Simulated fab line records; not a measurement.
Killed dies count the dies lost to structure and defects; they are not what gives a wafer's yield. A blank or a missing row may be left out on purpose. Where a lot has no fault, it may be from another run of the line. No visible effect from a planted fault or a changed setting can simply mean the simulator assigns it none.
Chamber matching | flow sky130 | SKY_SPACER_ETCHBACK_02 on rie diel-04: 4 sister chambers
The step etches Si3N4 in CH3F/O2, stops on SiO2, time 46.7 s, target depth 45 nm. 8 wafers are shown with their chamber, then 7 later ones without.

## EACH WAFER AND ITS CHAMBER
wafer  | chamber | drypump motor current A (A) | oes product au (a.u.)
L077.4 | 3       | 6.1                         | 0.859
L077.6 | 0       | 5.6                         | 0.870
L081.4 | 3       | 6.1                         | 0.860
L081.6 | 0       | 5.7                         | 0.860
L084.1 | 1       | 6.7                         | 0.848
L084.5 | 2       | 6.6                         | 0.838
L087.3 | 2       | 6.5                         | 0.850
L087.5 | 1       | 6.7                         | 0.861

## WAFERS WITH NO CHAMBER GIVEN
wafer  | drypump motor current A (A) | oes product au (a.u.)
L087.6 | 6.6                         | 0.853
L085.2 | 6.7                         | 0.853
L085.3 | 5.7                         | 0.853
L085.6 | 6.7                         | 0.859
L092.1 | 6.6                         | 0.847
L092.2 | 6.1                         | 0.856
L092.4 | 6.8                         | 0.850

## EACH ONE'S CHAMBER
wafer  | from the rows above     | in truth
L087.6 | can't be placed: 2 or 1 | 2
L085.2 | 1                       | 1
L085.3 | 0                       | 0
L085.6 | 1                       | 1
L092.1 | can't be placed: 2 or 1 | 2
L092.2 | 3                       | 3
L092.4 | 1                       | 1
Correctly placed: 5 of 7. Not placeable from these rows: 2 (in 2, the candidates include the true chamber). Number placed wrongly: 0.
How it was worked out, from the rows above alone: a wafer's distance from a chamber is the root of the sum, over the readings, of the square of ((its reading less the chamber's mean) divided by the reading's scatter). If the next closest chamber is less than 2 further off than the closest, the wafer can't be placed; otherwise it belongs to the closest. A chamber's mean is the mean of its shown wafers. How the scatter is found: for the shown wafers, subtract from each reading the mean of its chamber, square and add these, divide the total by (wafers less chambers), then take the root.
